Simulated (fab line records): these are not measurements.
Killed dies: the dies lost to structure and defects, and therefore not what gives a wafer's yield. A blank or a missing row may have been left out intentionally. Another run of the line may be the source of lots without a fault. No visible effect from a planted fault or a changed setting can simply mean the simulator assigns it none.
One fault through the eyes of 2 desks -- flow gf180mcu -- numbers are kept per desk, each desk with only its own; the story behind them comes last

FROM THE METROLOGY DESK
What the gauges read, lot by lot, whatever tool the lot ran on: means of the sampled wafers that have a number. Marked OUT: a lot whose mean sits more than 4 standard deviations from the usual mean, which makes it out of limits; the brackets give that distance.
Columns: A = CONTACT_OVL at GF_CONTACT_OVL_MEAS_15, usual 3 nm; B = CONTACT_W_RS at GF_CONTACT_RS_MEAS_25, usual 0.386 ohm/sq; C = CONTACT_W_THK at GF_CONTACT_THK_MEAS_26, usual 295 nm
lot,first seen here,A,B,C
L730,day 16 00:09,6,0.394,288
L731,day 16 16:18,6,0.392,296
L732,day 16 22:05,-5,0.395,287
L733,day 17 07:14,13,0.386,295
L734,day 17 20:48,5,0.384,299
L735,day 18 05:15,6,0.391,290
L736,day 18 11:59,3,0.383,301
L737,day 18 21:02,7,0.387,295
L738,day 19 08:00,1,0.388,295
L741,day 20 07:41,-4,0.390,292
L742,day 20 19:12,12,0.385,295
L743,day 21 01:23,5,0.394,288
L751,day 23 22:30,-2,0.430 (+9.9) OUT,271 (-5.1) OUT
This desk finds L751 out of limits, with the earliest case on L751 at day 23 23:16 (CONTACT_W_RS at GF_CONTACT_RS_MEAS_25). L730, L731, L732, L733, L734, L735, L736, L737, L738, L741, L742, L743: within limits.

AT THE TOOL OWNER'S DESK: cvd_w-02
The tool's own readings at GF_CONTACT_CVD_24 (deposits W, target thk 300 nm, time 90.339 s): means of the sampled wafers that have a number, for each lot that ran on this tool. Marked OUT: a lot whose mean sits more than 4 standard deviations from the usual mean, which makes it out of limits; the brackets give that distance.
Columns: A = heater_power_w at GF_CONTACT_CVD_24, usual 805 W; B = susceptor_temp_C at GF_CONTACT_CVD_24, usual 400.01 C
lot,first seen here,A,B
L730,day 16 00:45,802,399.73
L731,day 16 16:53,804,399.98
L732,day 16 22:41,808,400.04
L734,day 17 21:24,773,400.22
L735,day 18 05:51,755,399.84
L737,day 18 21:39,763,400.01
L742,day 20 19:48,768,399.72
L751,day 23 23:10,768,399.66
Finding of this desk: none of the 8 lots has anything out of limits.

ALL TOGETHER
L751 would have let the metrology desk raise an alarm at day 23 23:16.
The desk of the tool owner found nothing out of limits.
Tool owner's desk: L751 on record, inside its limits.
Every lot named ran GF_CONTACT_CVD_24 on cvd_w-02.

WHAT WAS PUT IN BY THE SIMULATOR
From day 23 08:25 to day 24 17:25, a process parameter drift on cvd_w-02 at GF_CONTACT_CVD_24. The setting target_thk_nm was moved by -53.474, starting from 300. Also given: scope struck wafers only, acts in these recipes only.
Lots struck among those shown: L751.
Time in hours between the start of the fault and the first out-of-limits reading at each desk: metrology desk, 15.
